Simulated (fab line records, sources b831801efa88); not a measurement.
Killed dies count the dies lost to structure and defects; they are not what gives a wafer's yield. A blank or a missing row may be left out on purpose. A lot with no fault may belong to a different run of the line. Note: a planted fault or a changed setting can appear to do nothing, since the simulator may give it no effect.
Which tool did it? || flow sky130 || 10 lots, 29 wafers sampled, at 1 step of a route of 708

WHAT THE GAUGES READ, wafer by wafer
SKY_VIA2_CD_MEAS_12 targets a cd of 200 nm.
{"lot": "L607", "measured": "day 36 05:35", "on": "cdSem-01", "cdNm (nm)": "200.9 200.8 202.0"}
{"lot": "L608", "measured": "day 36 13:03", "on": "cdSem-01", "cdNm (nm)": "200.0 200.0 200.5"}
{"lot": "L609", "measured": "day 37 00:27", "on": "cdSem-02", "cdNm (nm)": "199.7 200.7 200.3"}
{"lot": "L611", "measured": "day 37 18:26", "on": "cdSem-01", "cdNm (nm)": "199.0 197.9 198.2"}
{"lot": "L617", "measured": "day 39 08:08", "on": "cdSem-02", "cdNm (nm)": "200.4 201.0"}
{"lot": "L623", "measured": "day 41 04:00", "on": "cdSem-01", "cdNm (nm)": "200.0 200.0 200.9"}
{"lot": "L626", "measured": "day 42 01:58", "on": "cdSem-01", "cdNm (nm)": "199.2 199.8 199.4"}
{"lot": "L628", "measured": "day 42 03:50", "on": "cdSem-01", "cdNm (nm)": "199.7 199.7 200.0"}
{"lot": "L629", "measured": "day 42 11:20", "on": "cdSem-01", "cdNm (nm)": "200.7 199.8 199.3"}
{"lot": "L630", "measured": "day 42 16:07", "on": "cdSem-01", "cdNm (nm)": "201.2 200.3 200.0"}

EACH LOT AND THE TOOL THAT RAN IT (in order: tool; ch and the chambers of the sampled wafers; start)
Record: no process step prior to these readings.

THE ANSWER, worked out from the rows above alone
Rule: usual is defined by the lots themselves. The widest of any qualifying gaps counts: lots, ordered by their means at a reading, are off when they make up no more than a third of the lots, leave a main group of 4 or more, and stand apart from it by 3 or more times the standard deviation of that group's means. If all means in a main group match to the digits the tables above print for the reading, that group is not used. A lot without any number at a reading at which 4 lots or more have one is off too. All remaining lots with rows at the step are treated as sound.
No lot is off on any of the readings shown, so nothing can be concluded from this.

WHAT WAS PUT IN BY THE SIMULATOR
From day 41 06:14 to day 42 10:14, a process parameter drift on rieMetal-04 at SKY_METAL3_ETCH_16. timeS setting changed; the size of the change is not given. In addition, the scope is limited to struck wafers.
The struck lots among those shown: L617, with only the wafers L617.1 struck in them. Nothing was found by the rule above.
